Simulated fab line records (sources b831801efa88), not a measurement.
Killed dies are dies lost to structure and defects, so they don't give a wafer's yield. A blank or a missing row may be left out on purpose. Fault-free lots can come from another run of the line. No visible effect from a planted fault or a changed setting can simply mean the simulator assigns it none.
fab line records	flow sky130
record: lots: 13	wafers: 38	last-day: 50
route steps=708 shown METAL3@563 VIA3@582
lots that met no fault: taken from a fault-free run of the same line
start-h: hours from the record's first day to the start of the lot's first wafer shown	wait-h: hours elapsed since this lot's preceding step	" the same as in the row above	L1.1+2: one row covering several wafers at once	- no value, or no start given	* or withheld: withheld	< > ~ a bound
route shown NAME@n: a module of which the file shows steps, and the number in the route of the first	usual: mean and standard deviation over wafers with no fault	same: alike in all rows	chamber/n: place in a boat	sites: readings site by site	_std_site: standard deviation across them	_edge_site: outer sites' mean less inner sites'	radius-mm: how far each site lies from the wafer's centre	mask NAME#n: copy n	behind: tool/chamber where the wafer was last shaped	hold: why the lot went on hold/how many hours it stayed there/how the hold came to an end	device: which transistor (n, p or np) failed to switch	end of line: the route-end tests of the same wafers	for a step that has no rows: nothing shown but its recipe	killed: not the wafer's yield, but the dies lost to structure and defects at the first sort	map: a wafer's dies, x killed, . not, _ none there
set.NAME: the run value of the setting; set.NAME@STEP: its run value at that earlier step	model.NAME: the simulator's own value behind a step, which no gauge read
the route's steps for a sample of lots (tables are steps, rows are wafers)
services: when a tool's chamber went out of use (start-h, in hours from the record's first day, below 0 if earlier), for how many hours, and the reason
== steps ==
step: SKY_METAL3_CD_MEAS_13
recipe: target-cd-nm: 300
usual: cd-nm: 299.6/1.3
lot.wafer	tool	chamber	start-h	wait-h	cd-nm
L434.3	cd-sem-01	-	892.23	-	299.6
L434.5	"	-	"	"	298.8
L434.6	"	-	"	"	298.9
L435.1	cd-sem-02	-	903.89	-	300.5
L435.4	"	-	"	"	299.0
L435.6	"	-	"	"	299.5
L438.1	cd-sem-02	-	941.70	-	298.9
L438.3	"	-	"	"	297.6
L438.6	"	-	"	"	298.3
L436.1	cd-sem-01	-	942.64	-	300.8
L436.2	"	-	"	"	300.7
L436.6	"	-	"	"	300.2
L437.1	cd-sem-02	-	943.45	-	300.6
L437.4	"	-	"	"	300.4
L437.5	"	-	"	"	300.1
L440.2	cd-sem-02	-	951.24	-	298.1
L440.5	"	-	"	"	298.7
L440.6	"	-	"	"	299.8
L446.1	cd-sem-01	-	979.19	-	298.3
L446.2	"	-	"	"	299.9
L448.1	cd-sem-01	-	991.22	-	299.0
L448.2	"	-	"	"	299.2
L448.4	"	-	"	"	297.9
L449.2	cd-sem-02	-	1000.96	-	301.6
L449.5	"	-	"	"	300.7
L449.6	"	-	"	"	301.3
L454.1	cd-sem-02	-	1034.27	-	299.9
L454.3	"	-	"	"	300.8
L454.6	"	-	"	"	300.9
L455.1	cd-sem-01	-	1037.47	-	301.4
L455.3	"	-	"	"	300.3
L455.5	"	-	"	"	299.2
L456.3	cd-sem-01	-	1051.04	-	299.7
L456.5	"	-	"	"	300.8
L456.6	"	-	"	"	300.4
L457.1	cd-sem-02	-	1052.80	-	301.3
L457.2	"	-	"	"	301.5
L457.5	"	-	"	"	301.7
step: SKY_METAL3_STRIP_19
recipe: chemistry: O2/N2	power-w: 1400	pressure-mtorr: 1500	platen-temp-c: withheld	o2-flow-sccm: 3000	n2-flow-sccm: 300	overash-fraction: 0.5
usual: drypump-motor-current-A: 5.8/0.52	oes-product-au: 0.501/0.0067	strip-time-to-endpoint-s: 6.51/0.12
lot.wafer	tool	chamber	start-h	wait-h	drypump-motor-current-A	oes-product-au	rf-hours-counter-h	strip-time-to-endpoint-s
L434.3	plasma-asher-02	1	892.70	0.1	5.1	0.508	-	6.50
L434.5	"	0	"	"	5.2	0.499	-	6.55
L434.6	"	1	"	"	5.1	0.511	-	6.51
L435.1	plasma-asher-02	1	904.37	0.1	5.1	0.506	46	6.49
L435.4	"	1	"	"	5.1	0.503	-	6.50
L435.6	"	0	"	"	5.2	0.499	-	6.45
L438.1	plasma-asher-02	1	942.18	0.1	5.1	0.505	50	6.63
L438.3	"	0	"	"	5.2	0.500	-	6.52
L438.6	"	0	"	"	5.2	0.509	-	6.64
L436.1	plasma-asher-03	1	943.12	0.1	5.8	0.509	80	6.71
L436.2	"	0	"	"	6.5	0.496	80	6.38
L436.6	"	0	"	"	6.5	0.512	-	6.79
L437.1	plasma-asher-03	1	943.93	0.1	5.8	0.491	80	6.43
L437.4	"	1	"	"	5.9	0.499	-	6.46
L437.5	"	0	"	"	6.5	0.504	-	6.53
L440.2	plasma-asher-03	1	951.70	0.1	5.9	0.495	81	6.35
L440.5	"	1	"	"	5.9	0.507	-	6.59
L440.6	"	0	"	"	6.5	0.488	-	6.41
L446.1	plasma-asher-03	1	979.67	0.1	5.8	0.493	84	6.29
L446.2	"	0	"	"	6.5	0.508	84	6.62
L448.1	plasma-asher-02	1	991.70	0.1	5.1	0.503	55	6.61
L448.2	"	0	"	"	5.2	0.498	55	6.46
L448.4	"	0	"	"	5.2	0.498	-	6.53
L449.2	plasma-asher-03	1	1001.42	0.1	5.8	0.505	86	6.48
L449.5	"	0	"	"	6.5	0.504	-	6.59
L449.6	"	1	"	"	5.9	0.506	-	6.45
L454.1	plasma-asher-01	1	1034.76	0.1	5.2	0.496	123	6.39
L454.3	"	1	"	"	5.2	0.507	-	6.52
L454.6	"	1	"	"	5.2	0.501	-	6.55
L455.1	plasma-asher-01	1	1037.96	0.1	5.2	0.500	123	6.36
L455.3	"	1	"	"	5.2	0.499	-	6.70
L455.5	"	0	"	"	5.9	0.494	-	6.39
L456.3	plasma-asher-03	0	1051.51	0.1	6.5	0.503	-	6.55
L456.5	"	1	"	"	5.9	0.490	-	6.33
L456.6	"	0	"	"	6.5	0.502	-	6.55
L457.1	plasma-asher-02	0	1053.28	0.1	5.2	0.497	62	6.44
L457.2	"	1	"	"	5.1	0.512	62	6.63
L457.5	"	1	"	"	5.1	0.494	-	6.45
step: SKY_VIA3_EXPOSE_09
recipe: mask-id: VIM3	na: 0.8	source-shape: annular	sigma-inner: 0.55	sigma-outer: 0.85	target-cd-nm: 200	dose-mj: 38
usual: exposure-dose-mJ-cm2: 38.00/0.036	focus-offset-nm: 0.0/0.55	reticle-temp-C: 23.01/0.1	stage-vel-mm-s: 500.03/0.22
same: sigma-inner: 0.55
lot.wafer	tool	chamber	start-h	wait-h	mask	exposure-dose-mJ-cm2	focus-offset-nm	reticle-temp-C	stage-vel-mm-s
L434.3	krf-scanner-01	0	906.86	-	VIM3#0	38.04	0.3	23.18	500.04
L434.5	"	0	"	"	VIM3#0	38.05	0.1	23.15	500.22
L434.6	"	0	"	"	VIM3#0	37.99	-0.3	23.08	499.92
L435.1	krf-scanner-01	0	917.99	-	VIM3#0	38.03	0.1	22.92	500.30
L435.4	"	0	"	"	VIM3#0	38.05	0.3	23.01	499.94
L435.6	"	0	"	"	VIM3#0	38.00	-0.8	22.93	500.13
L438.1	krf-scanner-01	0	955.94	-	VIM3#0	37.92	0.5	23.06	500.20
L438.3	"	0	"	"	VIM3#0	37.92	0.3	23.07	499.98
L438.6	"	0	"	"	VIM3#0	37.95	1.1	22.96	499.78
L436.1	krf-scanner-01	0	956.74	-	VIM3#0	37.98	0.1	22.96	500.31
L436.2	"	0	"	"	VIM3#0	38.00	-0.9	23.22	500.09
L436.6	"	0	"	"	VIM3#0	37.97	0.3	23.08	499.87
L437.1	krf-scanner-01	0	957.60	-	VIM3#0	38.01	-0.1	22.93	499.93
L437.4	"	0	"	"	VIM3#0	38.03	-0.4	23.06	500.05
L437.5	"	0	"	"	VIM3#0	37.99	0.2	23.05	499.83
L440.2	krf-scanner-01	0	965.32	-	VIM3#0	37.99	0.0	22.94	500.47
L440.5	"	0	"	"	VIM3#0	37.93	0.3	22.96	499.99
L440.6	"	0	"	"	VIM3#0	38.01	-0.2	23.02	500.15
L446.1	krf-scanner-01	0	993.31	-	VIM3#0	37.94	-0.2	22.99	499.96
L446.2	"	0	"	"	VIM3#0	38.01	-0.5	22.93	499.99
L448.1	krf-scanner-02	0	1003.92	-	VIM3#0	38.04	0.1	22.96	500.36
L448.2	"	0	"	"	VIM3#0	38.06	0.0	22.88	500.15
L448.4	"	0	"	"	VIM3#0	38.02	0.1	23.02	500.36
L449.2	krf-scanner-02	0	1014.31	-	VIM3#0	38.01	0.0	22.97	499.81
L449.5	"	0	"	"	VIM3#0	37.98	-0.7	22.89	499.76
L449.6	"	0	"	"	VIM3#0	38.02	0.1	22.89	500.04
L454.1	krf-scanner-01	0	1048.09	-	VIM3#0	38.00	0.0	23.02	500.47
L454.3	"	0	"	"	VIM3#0	38.02	-0.1	22.95	500.27
L454.6	"	0	"	"	VIM3#0	38.03	0.6	23.07	500.31
L455.1	krf-scanner-01	0	1051.74	-	VIM3#0	37.97	-0.6	23.03	499.65
L455.3	"	0	"	"	VIM3#0	37.98	-0.8	23.04	500.21
L455.5	"	0	"	"	VIM3#0	38.01	-1.2	22.96	499.91
L456.3	krf-scanner-01	0	1063.44	-	VIM3#0	38.00	0.1	23.10	500.10
L456.5	"	0	"	"	VIM3#0	37.99	0.1	22.94	500.37
L456.6	"	0	"	"	VIM3#0	38.02	0.1	23.02	499.69
L457.1	krf-scanner-01	0	1065.44	-	VIM3#0	38.00	0.7	22.84	500.23
L457.2	"	0	"	"	VIM3#0	38.04	0.6	23.01	499.87
L457.5	"	0	"	"	VIM3#0	38.05	-0.5	22.94	499.75
step: SKY_VIA3_CD_MEAS_12
recipe: target-cd-nm: 200
usual: cd-nm: 200.3/1.4
lot.wafer	tool	chamber	start-h	wait-h	hold	cd-nm
L434.3	cd-sem-02	-	918.98	-	-	199.1
L434.5	"	-	"	"	-	199.6
L434.6	"	-	"	"	-	199.0
L435.1	cd-sem-01	-	929.69	-	-	198.9
L435.4	"	-	"	"	-	198.3
L435.6	"	-	"	"	-	198.6
L438.1	cd-sem-01	-	968.54	-	-	199.3
L438.3	"	-	"	"	-	198.2
L438.6	"	-	"	"	-	198.7
L436.1	cd-sem-01	-	969.20	-	-	199.9
L436.2	"	-	"	"	-	199.6
L436.6	"	-	"	"	-	199.8
L437.1	cd-sem-01	-	970.20	-	-	199.1
L437.4	"	-	"	"	-	199.5
L437.5	"	-	"	"	-	199.6
L440.2	cd-sem-01	-	977.67	-	-	201.8
L440.5	"	-	"	"	-	202.3
L440.6	"	-	"	"	-	202.0
L446.1	cd-sem-01	-	1004.09	-	await-dispo/0.2h/release	199.7
L446.2	"	-	"	"	await-dispo/0.2h/release	164.2
L446.1	cd-sem-01	-	1004.38	0.3	-	199.9
L446.2	"	-	"	"	-	164.2
L448.1	cd-sem-02	-	1015.02	-	-	202.0
L448.2	"	-	"	"	-	202.1
L448.4	"	-	"	"	-	202.3
L449.2	cd-sem-02	-	1025.51	-	-	201.7
L449.5	"	-	"	"	-	201.5
L449.6	"	-	"	"	-	201.4
L454.1	cd-sem-01	-	1058.09	-	-	202.2
L454.3	"	-	"	"	-	202.3
L454.6	"	-	"	"	-	203.3
L455.1	cd-sem-01	-	1061.94	-	-	197.3
L455.3	"	-	"	"	-	199.8
L455.5	"	-	"	"	-	199.6
L456.3	cd-sem-01	-	1074.28	-	-	200.2
L456.5	"	-	"	"	-	199.4
L456.6	"	-	"	"	-	199.1
L457.1	cd-sem-01	-	1075.67	-	-	201.0
L457.2	"	-	"	"	-	201.2
L457.5	"	-	"	"	-	200.9
step: SKY_VIA3_ETCH_14
recipe: chemistry: N2/H2	target: BARC	ion-energy-ev: 200	source-w: 500	bias-w: 100	pressure-mtorr: 30	n2-flow-sccm: 100	h2-flow-sccm: 200	stop-on: SiO2	time-s: 45.9	target-depth-a: 600
usual: drypump-motor-current-A: 5.7/0.52	oes-product-au: 0.855/0.0042	throttle-valve-pct: 13.225/0.0089
lot.wafer	tool	chamber	start-h	wait-h	drypump-motor-current-A	oes-product-au	rf-hours-counter-h	throttle-valve-pct
L434.3	rie-diel-02	0	919.09	0.0	4.9	0.852	16	13.238
L434.5	"	0	"	"	4.9	0.856	-	13.226
L434.6	"	1	"	"	6.0	0.863	-	13.209
L435.1	rie-diel-02	0	929.84	0.0	4.9	0.852	17	13.239
L435.4	"	2	"	"	5.2	0.850	24	13.231
L435.6	"	2	"	"	5.2	0.858	-	13.221
L438.1	rie-diel-04	3	968.69	0.0	5.6	0.849	14	13.237
L438.3	"	1	"	"	6.1	0.853	22	13.227
L438.6	"	0	"	"	5.1	0.854	-	13.232
L436.1	rie-diel-01	0	969.35	0.0	6.2	0.854	28	13.238
L436.2	"	3	"	"	5.9	0.849	24	13.212
L436.6	"	2	"	"	6.5	0.859	-	13.228
L437.1	rie-diel-04	1	970.35	0.0	6.1	0.860	22	13.228
L437.4	"	3	"	"	5.6	0.855	14	13.208
L437.5	"	3	"	"	5.6	0.852	-	13.204
L440.2	rie-diel-01	0	977.80	0.0	6.2	0.857	28	13.235
L440.5	"	1	"	"	5.2	0.853	-	13.227
L440.6	"	0	"	"	6.2	0.859	-	13.238
L446.1	rie-diel-01	3	1006.10	0.0	5.9	0.847	26	13.234
L446.2	"	2	"	"	6.4	0.857	8	13.230
L448.1	rie-diel-02	1	1015.18	0.0	6.0	0.861	16	13.231
L448.2	"	2	"	"	5.2	0.861	26	13.221
L448.4	"	2	"	"	5.2	0.855	-	13.215
L449.2	rie-diel-02	3	1025.64	0.0	6.3	0.851	17	13.211
L449.5	"	1	"	"	6.0	0.848	-	13.220
L449.6	"	2	"	"	5.2	0.860	-	13.222
L454.1	rie-diel-04	0	1058.24	0.0	5.1	0.852	23	13.226
L454.3	"	3	"	"	5.6	0.863	17	13.219
L454.6	"	3	"	"	5.6	0.857	-	13.226
L455.1	rie-diel-01	3	1062.09	0.0	6.0	0.846	28	13.226
L455.3	"	0	"	"	6.2	0.850	2	13.225
L455.5	"	0	"	"	6.2	0.854	-	13.239
L456.3	rie-diel-04	2	1074.40	0.0	5.2	0.853	28	13.239
L456.5	"	0	"	"	5.1	0.855	-	13.220
L456.6	"	3	"	"	5.6	0.855	-	13.225
L457.1	rie-diel-01	0	1075.83	0.0	6.2	0.850	2	13.223
L457.2	"	3	"	"	6.0	0.860	28	13.221
L457.5	"	2	"	"	6.5	0.855	-	13.225
== services ==
tool	chamber	start-h	hours	kind
krf-scanner-02	-	882.00	1.0	pm
rie-diel-02	1	884.96	26.7	repair
rie-diel-04	0	905.17	6.4	repair
krf-scanner-01	-	910.03	1.3	pm
krf-scanner-01	-	911.33	3.6	pm
rie-diel-01	-	922.33	4.1	repair
krf-scanner-02	-	927.48	0.8	pm
rie-diel-01	2	939.47	2.4	repair
krf-scanner-02	-	939.83	0.9	repair
rie-diel-01	3	949.26	9.5	repair
krf-scanner-02	-	958.91	1.3	pm
krf-scanner-02	-	961.18	0.2	repair
krf-scanner-01	-	991.09	1.0	pm
plasma-asher-03	-	997.67	2.7	repair
rie-diel-02	3	1013.68	4.4	repair
krf-scanner-01	-	1015.00	0.8	pm
krf-scanner-02	-	1021.55	72.0	pm
plasma-asher-01	-	1025.69	1.5	repair
rie-diel-04	3	1044.22	5.0	repair
krf-scanner-01	-	1048.82	0.4	repair
plasma-asher-01	-	1055.25	9.0	pm
rie-diel-02	2	1058.40	7.4	repair
rie-diel-04	0	1061.57	4.8	repair
plasma-asher-02	-	1072.64	0.5	repair
== key ==
first-sign: step: SKY_VIA3_CD_MEAS_12	reading: visit	direction: added
effect: step: SKY_VIA3_CD_MEAS_12	reading: cd-nm	direction: down	sigmas: 26	usual: 200.3	struck: 164.2
met-at SKY_VIA3_EXPOSE_09
struck-lots L446
struck-wafers L446.2
sort-left-out L446.2
not-acting-at SKY_METAL3_CD_MEAS_13,SKY_METAL3_STRIP_19,SKY_VIA3_ETCH_14
onset-between 965.32 993.31
fault: kind: process-parameter-drift	tool: krf-scanner-01	chamber: -	onset-h: 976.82	steps: SKY_VIA3_EXPOSE_09	channel: focus-nm	offset: 349.61	shape: step	end-h: 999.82	scope: struck-wafers-only
sort-left-out: the simulated sort isn't trusted on such a fault, so these wafers' sort isn't shown, and their yield isn't known
